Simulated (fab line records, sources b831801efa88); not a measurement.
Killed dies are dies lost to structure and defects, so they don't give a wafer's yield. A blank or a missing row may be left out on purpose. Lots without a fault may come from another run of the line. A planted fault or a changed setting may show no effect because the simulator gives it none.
Which tool did it? | flow gf180mcu | 11 lots, 33 wafers sampled, at 4 steps of a route of 602

WHAT THE GAUGES READ, wafer by wafer
GF_VT_IMPLANT_RS_MEAS_49: measures by four-point-probe.
lot  | measured     | on            | MVPSD_RS (ohm/sq)
L950 | day 8 08:49  | film_metro-02 | 1168.6 1164.6 1166.8
L951 | day 8 18:19  | film_metro-01 | 1171.5 1169.6 1170.8
L952 | day 8 22:48  | film_metro-01 | 1175.5 1167.9 1172.0
L953 | day 9 05:41  | film_metro-04 | 1172.8 1170.3 1172.5
L956 | day 10 03:04 | film_metro-01 | 1197.7 1193.8 1196.9
L959 | day 11 00:10 | film_metro-04 | 1167.2 1166.1 1169.9
L961 | day 11 10:34 | film_metro-02 | 1195.6 1195.1 1194.2
L964 | day 12 10:41 | film_metro-01 | 1166.3 1166.7 1162.5
L965 | day 12 14:02 | film_metro-02 | 1168.5 1165.7 1167.2
L966 | day 12 21:16 | film_metro-01 | 1166.5 1167.2 1164.9
L970 | day 14 00:04 | film_metro-04 | 1168.6 1168.8 1163.9

WHICH TOOL RAN EACH LOT (tool, then ch and the chambers of the sampled wafers, then the start)
lot  | GF_STI_STRIP_15                     | GF_MVPSD_IMPLANT_08             | GF_VT_IMPLANT_STRIP_09
L950 | plasma_asher-02 ch 0,1, day 2 16:29 | implanter-02 ch 0, day 5 18:54  | plasma_asher-03 ch 0,1, day 6 10:05
L951 | plasma_asher-02 ch 0,1, day 3 00:32 | implanter-01 ch 0, day 6 03:00  | plasma_asher-01 ch 0,1, day 6 18:20
L952 | plasma_asher-01 ch 0,1, day 3 02:49 | implanter-01 ch 0, day 6 05:33  | plasma_asher-01 ch 0,1, day 6 21:18
L953 | plasma_asher-01 ch 1, day 3 09:20   | implanter-01 ch 0, day 6 12:10  | plasma_asher-04 ch 0,1, day 7 03:33
L956 | plasma_asher-01 ch 0,1, day 3 23:38 | implanter-01 ch 0, day 7 06:47  | plasma_asher-04 ch 0,1, day 7 23:18
L959 | plasma_asher-01 ch 0,1, day 4 15:03 | implanter-02 ch 0, day 8 00:42  | plasma_asher-01 ch 0,1, day 8 17:17
L961 | plasma_asher-02 ch 0,1, day 5 01:50 | implanter-01 ch 0, day 8 12:01  | plasma_asher-01 ch 0,1, day 9 05:02
L964 | plasma_asher-02 ch 1, day 5 16:47   | implanter-02 ch 0, day 9 07:43  | plasma_asher-03 ch 0,1, day 10 01:47
L965 | plasma_asher-02 ch 0,1, day 5 21:32 | implanter-03 ch 0, day 9 11:04  | plasma_asher-04 ch 0,1, day 10 05:17
L966 | plasma_asher-01 ch 0,1, day 6 04:02 | implanter-03 ch 0, day 9 18:18  | plasma_asher-01 ch 0,1, day 10 11:44
L970 | plasma_asher-01 ch 0,1, day 7 00:29 | implanter-01 ch 0, day 10 17:48 | plasma_asher-04 ch 0,1, day 11 12:41
- GF_STI_STRIP_15: strips in O2/N2.
- GF_MVPSD_IMPLANT_08
- GF_VT_IMPLANT_STRIP_09: strips in O2/N2.

THE ANSWER, worked out from the rows above alone
Rule: what is usual is taken from the lots themselves. Put in order of their means at a reading, lots are off if they are a third of the lots or fewer, leave a main group of 4 or more, and stand apart from it by a gap of 3 or more times the standard deviation of the main group's means; of several such gaps the widest counts. A main group whose means are all the same, to the digits that the tables above print for the reading, isn't used. A lot without any number at a reading at which 4 lots or more have one is off too. The other lots that the step has rows for count as sound.
Off: L956, L961, at GF_VT_IMPLANT_RS_MEAS_49 (MVPSD_RS). The main group: mean 1168.3 ohm/sq, standard deviation 2.4.
A tool fits if, at a process step before that reading, it ran every lot that is off, and no sound lot after the first of them. The gauges at GF_VT_IMPLANT_RS_MEAS_49 are tried like those tools. None of those tried fits.

WHAT THE SIMULATOR HAD PUT IN
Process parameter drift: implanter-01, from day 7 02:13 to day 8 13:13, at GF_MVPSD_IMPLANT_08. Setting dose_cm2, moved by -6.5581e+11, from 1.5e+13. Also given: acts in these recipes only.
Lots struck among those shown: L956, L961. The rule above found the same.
